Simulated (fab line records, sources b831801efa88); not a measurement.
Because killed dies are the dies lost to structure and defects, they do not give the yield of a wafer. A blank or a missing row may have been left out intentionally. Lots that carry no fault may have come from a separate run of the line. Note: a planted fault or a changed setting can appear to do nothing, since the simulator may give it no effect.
fab line records	flow gf180mcu
record lots=12	wafers=36	lastDay=34
route steps=602 shown VT_IMPLANT@135 DUAL_GATE@154 POLY_GATE@168 HV_LDD@190
lots that met no fault: taken from a fault-free run of the same line
startH: hours from the record's opening day to when the first of the lot's shown wafers began	waitH: hours from the lot's prior step to this one	" as in the row above	L1.1+2: one row covering several wafers at once	- no value, or no start was given	* or withheld: withheld	< > ~ a bound
route shown NAME@n: a module of which the file shows steps, and the number in the route of the first	usual: mean/standard deviation taken from wafers without a fault	same: alike in all rows	chamber/n: place in a boat	sites: the reading at each site	_std_site: their standard deviation	_edge_site: mean of outer sites minus mean of inner sites	radiusMm: for every site, how far away it sits from the centre of the wafer	mask NAME#n: copy n	behind: the most recent tool/chamber to have shaped the wafer	hold: what put the lot on hold/how long, in hours/how the hold closed	device: names the non-switching transistor (n, p or np)	end of line: tests run on the same wafers once the route is complete	a step given without rows: its recipe and nothing more	killed: at the first sort, the dies lost to defects and structure; wafer yield is something else	map: a wafer's dies, x killed, . not, _ none there
set.NAME: the setting that was run; set.NAME@STEP: the one run at that earlier step	model.NAME: the simulator's own value behind a step, which no gauge read
a sample of lots followed through the steps of the route, with each step as a table and each wafer as a row
services: a tool's chamber out of use, with start hour (startH, from the record's first day; less than 0 if before it), hours out, and reason
## steps
# step GF_VT_IMPLANT_RTA_45
# recipe tempC=1050	timeS=30	ambient=N2
# usual lampPowerPct=38.9/0.67	wafer_temp_C_max=1053.7/0.84
lot.wafer	tool	chamber	startH	waitH	lampPowerPct	wafer_temp_C_max
L144.1	rtpAnneal-01	0	157.90	0.0	38.4	1052.2
L144.3	"	0	"	"	38.4	1053.6
L144.6	"	0	"	"	38.4	1052.9
L145.3	rtpAnneal-01	0	167.18	0.0	38.4	1053.9
L145.4	"	0	"	"	38.5	1054.4
L145.6	"	0	"	"	38.4	1054.1
L148.3	rtpAnneal-02	0	183.71	0.1	39.9	1054.0
L148.4	"	0	"	"	39.9	1053.6
L148.6	"	0	"	"	39.9	1053.2
L149.2	rtpAnneal-01	0	191.72	0.0	38.4	1053.1
L149.5	"	0	"	"	38.4	1052.5
L149.6	"	0	"	"	38.5	1053.6
L150.1	rtpAnneal-01	0	199.00	0.0	38.4	1054.5
L150.3	"	0	"	"	38.4	1053.1
L150.5	"	0	"	"	38.4	1054.0
L152.4	rtpAnneal-01	0	211.00	0.1	38.4	1053.5
L152.5	"	0	"	"	38.4	1052.5
L152.6	"	0	"	"	38.5	1052.9
L154.2	rtpAnneal-01	0	226.16	0.0	38.4	1052.3
L154.3	"	0	"	"	38.4	1054.8
L154.4	"	0	"	"	38.5	1053.0
L157.1	rtpAnneal-01	0	243.05	0.0	38.4	1055.4
L157.3	"	0	"	"	38.4	1053.6
L157.4	"	0	"	"	38.5	1054.3
L158.1	rtpAnneal-01	0	254.30	0.0	38.4	1052.6
L158.2	"	0	"	"	38.4	1054.3
L158.6	"	0	"	"	38.5	1052.5
L159.3	rtpAnneal-01	0	258.41	0.1	38.4	1054.2
L159.4	"	0	"	"	38.4	1052.8
L159.6	"	0	"	"	38.4	1053.5
L166.1	rtpAnneal-02	0	305.44	0.0	40.0	1053.8
L166.5	"	0	"	"	40.0	1053.7
L166.6	"	0	"	"	39.9	1053.4
L167.2	rtpAnneal-02	0	311.22	0.0	39.9	1055.7
L167.3	"	0	"	"	39.9	1055.8
L167.4	"	0	"	"	39.9	1054.3
# step GF_DUAL_GATE_STRIP_13
# recipe chemistry=O2/N2	powerW=1400	pressureMtorr=1500	platenTempC=250	o2FlowSccm=3000	n2FlowSccm=300	overashFraction=0.5
# usual chamberPressureMTorr=1499.9/1.4	drypumpMotorCurrentA=5.76/0.25	heaterPowerW=348/26	oesProductAu=0.716/0.0044	stripTimeToEndpointS=12.626/0.03
lot.wafer	tool	chamber	startH	waitH	chamberPressureMTorr	drypumpMotorCurrentA	heaterPowerW	oesProductAu	rfHoursCounterH	stripTimeToEndpointS
L144.1	plasmaAsher-02	0	175.89	0.0	1498.3	5.51	307	0.717	0	12.570
L144.3	"	1	"	"	1499.4	6.18	366	0.715	-	12.619
L144.6	"	0	"	"	1498.5	5.50	314	0.717	-	12.595
L145.3	plasmaAsher-01	1	185.91	0.0	1498.5	5.54	361	0.717	-	12.622
L145.4	"	0	"	"	1499.5	5.65	371	0.714	-	12.615
L145.6	"	1	"	"	1498.4	5.54	370	0.715	-	12.649
L148.3	plasmaAsher-04	1	203.37	0.0	1500.3	5.95	326	0.716	-	12.645
L148.4	"	0	"	"	1500.0	5.73	354	0.714	-	12.648
L148.6	"	0	"	"	1500.3	5.74	344	0.717	-	12.645
L149.2	plasmaAsher-02	0	211.27	0.0	1502.2	5.53	300	0.710	3	12.606
L149.5	"	1	"	"	1497.1	6.19	380	0.715	-	12.624
L149.6	"	0	"	"	1503.2	5.54	311	0.719	-	12.588
L150.1	plasmaAsher-01	1	219.74	0.0	1500.1	5.55	352	0.716	60	12.614
L150.3	"	0	"	"	1500.3	5.67	363	0.717	-	12.658
L150.5	"	1	"	"	1500.2	5.54	357	0.714	-	12.614
L152.4	plasmaAsher-02	1	232.45	0.0	1498.4	6.15	374	0.716	-	12.637
L152.5	"	0	"	"	1499.0	5.50	312	0.719	-	12.618
L152.6	"	1	"	"	1500.0	6.17	369	0.718	-	12.619
L154.2	plasmaAsher-02	1	246.82	0.0	1500.8	6.20	376	0.713	7	12.662
L154.3	"	0	"	"	1500.1	5.55	299	0.712	-	12.657
L154.4	"	1	"	"	1497.2	6.19	378	0.714	-	12.649
L157.1	plasmaAsher-02	0	264.37	0.0	1499.6	5.52	310	0.714	9	12.610
L157.3	"	1	"	"	1499.8	6.17	374	0.713	-	12.569
L157.4	"	0	"	"	1500.5	5.53	314	0.728	-	12.606
L158.1	plasmaAsher-01	1	277.04	0.0	1499.3	5.54	359	0.723	65	12.604
L158.2	"	0	"	"	1500.7	5.67	369	0.722	65	12.606
L158.6	"	0	"	"	1498.3	5.66	375	0.718	-	12.583
L159.3	plasmaAsher-04	1	280.71	0.0	1499.6	5.91	328	0.709	-	12.599
L159.4	"	0	"	"	1499.4	5.72	346	0.714	-	12.610
L159.6	"	1	"	"	1500.1	5.92	322	0.725	-	12.581
L166.1	plasmaAsher-04	0	328.24	0.0	1502.4	5.76	350	0.722	56	12.637
L166.5	"	1	"	"	1500.2	5.87	328	0.710	-	12.651
L166.6	"	0	"	"	1502.2	5.73	352	0.718	-	12.656
L167.2	plasmaAsher-02	1	334.72	0.0	1498.8	6.19	375	0.717	16	12.691
L167.3	"	0	"	"	1498.1	5.52	309	0.707	-	12.599
L167.4	"	1	"	"	1500.0	6.19	379	0.722	-	12.621
# step GF_POLY_GATE_OVL_MEAS_11
# usual POLY_GATE_OVL=1/5.6
lot.wafer	tool	chamber	startH	waitH	POLY_GATE_OVL[nm]
L144.1	overlay-02	-	196.79	0.1	9
L144.3	"	-	"	"	5
L144.6	"	-	"	"	-3
L145.3	overlay-01	-	207.70	0.1	-3
L145.4	"	-	"	"	4
L145.6	"	-	"	"	1
L148.3	overlay-01	-	224.25	0.1	2
L148.4	"	-	"	"	0
L148.6	"	-	"	"	-1
L149.2	overlay-01	-	232.78	0.1	7
L149.5	"	-	"	"	10
L149.6	"	-	"	"	9
L150.1	overlay-02	-	241.29	0.1	5
L150.3	"	-	"	"	4
L150.5	"	-	"	"	0
L152.4	overlay-02	-	254.34	0.1	-8
L152.5	"	-	"	"	-7
L152.6	"	-	"	"	-8
L154.2	overlay-02	-	271.17	0.1	1
L154.3	"	-	"	"	3
L154.4	"	-	"	"	2
L157.1	overlay-01	-	286.87	0.1	-8
L157.3	"	-	"	"	-9
L157.4	"	-	"	"	-12
L158.1	overlay-01	-	300.49	0.1	-2
L158.2	"	-	"	"	-1
L158.6	"	-	"	"	-5
L159.3	overlay-01	-	304.85	0.1	2
L159.4	"	-	"	"	2
L159.6	"	-	"	"	6
L166.1	overlay-01	-	353.07	0.1	6
L166.5	"	-	"	"	10
L166.6	"	-	"	"	8
L167.2	overlay-01	-	359.38	0.1	6
L167.3	"	-	"	"	-4
L167.4	"	-	"	"	3
# step GF_HV_LDD_COAT_14
# recipe resist=NOVOLAK	spinRpm=3000	resistThkNm=1000
lot.wafer	tool	chamber	startH	waitH
L144.1+3+6	lithoTrack-02	0	226.50	0.1
L145.3+4+6	lithoTrack-01	0	236.55	0.1
L148.3+4+6	lithoTrack-02	0	253.20	0.1
L149.2+5+6	lithoTrack-02	0	262.92	0.1
L150.1+3+5	lithoTrack-03	0	271.62	0.1
L152.4+5+6	lithoTrack-03	0	285.39	0.1
L154.2+3+4	lithoTrack-03	0	303.34	0.1
L157.1+3+4	lithoTrack-03	0	320.97	0.1
L158.1+2+6	lithoTrack-01	0	334.00	0.1
L159.3+4+6	lithoTrack-03	0	337.17	0.1
L166.1+5+6	lithoTrack-03	0	388.27	0.1
L167.2+3+4	lithoTrack-03	0	395.24	0.1
# step GF_HV_LDD_CD_MEAS_19
# recipe targetCdNm=400
# usual cdNm=400.7/2.4
lot.wafer	tool	chamber	startH	waitH	cdNm
L144.1	cdSem-01	-	235.92	0.1	396.6
L144.3	"	-	"	"	397.7
L144.6	"	-	"	"	401.1
L145.3	cdSem-02	-	245.79	0.1	402.8
L145.4	"	-	"	"	403.7
L145.6	"	-	"	"	403.8
L148.3	cdSem-02	-	263.11	0.1	402.6
L148.4	"	-	"	"	402.4
L148.6	"	-	"	"	401.9
L149.2	cdSem-01	-	272.92	0.1	394.2
L149.5	"	-	"	"	397.7
L149.6	"	-	"	"	397.9
L150.1	cdSem-01	-	281.77	0.1	401.3
L150.3	"	-	"	"	397.4
L150.5	"	-	"	"	398.4
L152.4	cdSem-01	-	295.33	0.2	402.5
L152.5	"	-	"	"	406.6
L152.6	"	-	"	"	405.0
L154.2	cdSem-02	-	313.99	0.1	398.3
L154.3	"	-	"	"	399.9
L154.4	"	-	"	"	395.4
L157.1	cdSem-02	-	331.60	0.1	399.6
L157.3	"	-	"	"	399.4
L157.4	"	-	"	"	401.2
L158.1	cdSem-01	-	344.60	0.1	397.8
L158.2	"	-	"	"	399.7
L158.6	"	-	"	"	398.4
L159.3	cdSem-01	-	348.34	0.1	398.2
L159.4	"	-	"	"	401.2
L159.6	"	-	"	"	399.3
L166.1	cdSem-01	-	400.54	0.2	400.3
L166.5	"	-	"	"	418.4
L166.6	"	-	"	"	400.6
L167.2	cdSem-02	-	407.42	0.1	403.2
L167.3	"	-	"	"	420.8
L167.4	"	-	"	"	403.5
# step GF_HV_LDD_STRIP_22
# recipe chemistry=O2/N2	powerW=1400	pressureMtorr=1500	platenTempC=250	o2FlowSccm=3000	n2FlowSccm=300	overashFraction=0.5
# usual chamberPressureMTorr=1500.1/1.3	drypumpMotorCurrentA=5.75/0.28	heaterPowerW=346/22	oesProductAu=0.716/0.0047	stripTimeToEndpointS=12.63/0.037
lot.wafer	tool	chamber	startH	waitH	chamberPressureMTorr	drypumpMotorCurrentA	heaterPowerW	oesProductAu	rfHoursCounterH	stripTimeToEndpointS
L144.1	plasmaAsher-01	0	236.23	0.1	1500.3	5.66	361	0.713	61	12.67
L144.3	"	1	"	"	1499.4	5.52	350	0.710	-	12.65
L144.6	"	0	"	"	1498.7	5.66	367	0.713	-	12.66
L145.3	plasmaAsher-03	1	246.09	0.1	1500.7	6.06	358	0.714	-	12.65
L145.4	"	0	"	"	1500.5	5.47	329	0.722	-	12.59
L145.6	"	0	"	"	1500.5	5.50	331	0.713	-	12.65
L148.3	plasmaAsher-03	0	263.41	0.1	1499.9	5.48	325	0.717	-	12.60
L148.4	"	1	"	"	1497.1	6.07	349	0.716	-	12.60
L148.6	"	1	"	"	1499.1	6.05	352	0.722	-	12.58
L149.2	plasmaAsher-03	1	273.20	0.1	1499.8	6.04	350	0.711	66	12.72
L149.5	"	1	"	"	1500.6	6.04	353	0.714	-	12.66
L149.6	"	0	"	"	1499.9	5.51	327	0.710	-	12.65
L150.1	plasmaAsher-03	0	282.08	0.1	1499.2	5.48	334	0.713	66	12.64
L150.3	"	0	"	"	1500.4	5.49	330	0.714	-	12.61
L150.5	"	1	"	"	1503.4	6.07	353	0.722	-	12.61
L152.4	plasmaAsher-02	1	295.61	0.1	1499.5	6.18	390	0.720	-	12.59
L152.5	"	1	"	"	1501.5	6.18	380	0.720	-	12.58
L152.6	"	0	"	"	1500.3	5.52	310	0.712	-	12.59
L154.2	plasmaAsher-02	1	314.28	0.1	1497.8	6.16	380	0.721	14	12.59
L154.3	"	1	"	"	1499.7	6.16	375	0.720	-	12.60
L154.4	"	0	"	"	1499.6	5.51	313	0.720	-	12.59
L157.1	plasmaAsher-02	1	331.90	0.1	1501.3	6.18	389	0.718	16	12.64
L157.3	"	0	"	"	1501.9	5.52	314	0.709	-	12.69
L157.4	"	1	"	"	1498.3	6.20	372	0.722	-	12.67
L158.1	plasmaAsher-01	0	344.90	0.1	1500.1	5.73	375	0.717	72	12.65
L158.2	"	1	"	"	1500.4	5.55	358	0.714	72	12.62
L158.6	"	0	"	"	1499.7	5.71	363	0.716	-	12.63
L159.3	plasmaAsher-03	1	348.64	0.1	1499.0	6.06	349	0.713	-	12.56
L159.4	"	0	"	"	1500.8	5.46	331	0.714	-	12.57
L159.6	"	0	"	"	1497.3	5.48	335	0.721	-	12.55
L166.1	plasmaAsher-03	0	400.84	0.1	1499.5	5.47	332	0.712	79	12.66
L166.5	"	0	"	"	1500.3	5.48	325	0.666	-	10.62
L166.6	"	1	"	"	1500.6	6.06	354	0.718	-	12.64
L167.2	plasmaAsher-02	1	407.70	0.1	1500.8	6.19	374	0.713	24	12.63
L167.3	"	1	"	"	1500.2	6.20	392	0.679	-	10.58
L167.4	"	0	"	"	1502.6	5.52	305	0.716	-	12.60
## services
tool	chamber	startH	hours	kind
plasmaAsher-01	-	141.14	7.8	pm
plasmaAsher-02	-	160.39	14.6	pm
plasmaAsher-02	-	176.57	6.6	repair
plasmaAsher-04	-	321.17	0.9	repair
rtpAnneal-01	-	381.31	3.5	pm
plasmaAsher-03	-	382.64	2.8	pm
## key
firstSign step=GF_HV_LDD_CD_MEAS_19	reading=cdNm	direction=up	sigmas=8	usual=400.7	struck=419.6
effect step=GF_HV_LDD_STRIP_22	reading=stripTimeToEndpointS	direction=down	sigmas=55	usual=*	struck=*
metAt GF_HV_LDD_COAT_14
struckLots L166,L167
struckWafers L166.5,L167.3
testerLeftOut L166,L167
notActingAt GF_VT_IMPLANT_RTA_45,GF_DUAL_GATE_STRIP_13,GF_POLY_GATE_OVL_MEAS_11
onsetBetween 337.17 388.27
fault kind=processParameterDrift	tool=lithoTrack-03	chamber=-	onsetH=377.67	steps=GF_HV_LDD_COAT_14	channel=resistThkNm	offset=*	shape=step	endH=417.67	scope=struckWafersOnly	actsIn=*	stated=*
# testerLeftOut: of these lots the tester's yield and bins aren't shown, on N5 and GAA mostly nor the transistor test; their killed dies are dies lost to structure and defects alone, not to doping, threshold or leakage, so they don't give the yield
